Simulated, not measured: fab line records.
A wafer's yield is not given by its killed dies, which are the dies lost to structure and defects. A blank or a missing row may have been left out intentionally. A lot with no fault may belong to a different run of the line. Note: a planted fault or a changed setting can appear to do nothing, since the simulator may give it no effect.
2 desks, one fault | flow sky130 | what lay behind the numbers comes last; until then each desk has only its own

THE TOOL OWNER'S DESK: rieMetal-04
The tool's own readings at SKY_METAL2_ETCH_18 (etches BARC in N2/H2, stops on SiO2, time 45.9 s, target depth 60 nm): means of the sampled wafers that have a number, for each lot that ran on this tool. The brackets show how far a lot's mean lies from the usual mean; more than 4 standard deviations puts the lot out of limits, marked OUT.
Columns: A = biasW at SKY_METAL2_ETCH_18, usual 99.98 W; B = drypumpMotorCurrentA at SKY_METAL2_ETCH_18, usual 5.6 A; C = h2FlowSccm at SKY_METAL2_ETCH_18, usual 200.0 sccm; D = oesProductAu at SKY_METAL2_ETCH_18, usual 0.855 a.u.; E = rfFwdPowerW at SKY_METAL2_ETCH_18, usual 495.3 W; F = throttleValvePct at SKY_METAL2_ETCH_18, usual 13.226 %
lot  | first seen here | A                | B   | C     | D     | E     | F
L523 | day 37 05:53    | 99.94            | 5.9 | 200.5 | 0.853 | 496.9 | 13.228
L525 | day 38 01:11    | 99.93            | 5.9 | 199.5 | 0.857 | 497.1 | 13.238
L528 | day 39 06:24    | 99.81            | 6.2 | 200.4 | 0.857 | 495.3 | 13.225
L534 | day 40 21:31    | 105.71 (+20) OUT | 5.7 | 200.2 | 0.853 | 496.4 | 13.233
L535 | day 40 23:37    | 105.67 (+20) OUT | 6.2 | 199.9 | 0.856 | 495.8 | 13.231
This desk's verdict: out of limits on L534, L535, starting with L534 at day 40 21:31 (biasW at SKY_METAL2_ETCH_18). L523, L525, L528 stayed within limits.

AT THE METROLOGY DESK
What the gauges read, lot by lot, whatever tool the lot ran on: means of the sampled wafers that have a number. The brackets show how far a lot's mean lies from the usual mean; more than 4 standard deviations puts the lot out of limits, marked OUT.
Columns: A = METAL2_OVL at SKY_METAL2_OVL_MEAS_16, usual -4 nm
lot  | first seen here | A
L518 | day 35 15:48    | 4
L519 | day 35 23:04    | 4
L520 | day 36 01:04    | -5
L521 | day 36 11:00    | -14
L522 | day 36 19:42    | -6
L523 | day 37 05:49    | -18
L524 | day 37 10:33    | 0
L525 | day 38 01:07    | -8
L528 | day 39 06:18    | -1
L532 | day 39 23:21    | -18
L534 | day 40 21:28    | 5
L535 | day 40 23:33    | 2
This desk's verdict: no lot among the 12 shows anything out of limits.

BROUGHT TOGETHER
On L534, L535, at day 40 21:31, an alarm was possible from the tool owner's desk.
At the metrology desk, nothing out of limits was observed.
The metrology desk has L534, L535 on record, within its limits.
Every lot named ran SKY_METAL2_ETCH_18 on rieMetal-04.

WHAT HAD BEEN PUT IN BY THE SIMULATOR
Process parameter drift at SKY_METAL2_ETCH_18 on rieMetal-04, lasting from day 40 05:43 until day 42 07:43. The setting biasW was moved by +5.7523, starting from 100. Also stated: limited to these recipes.
Struck lots among those shown: L534, L535.
Each desk's first reading out of limits, in hours after the fault started: the tool owner's desk, 16.
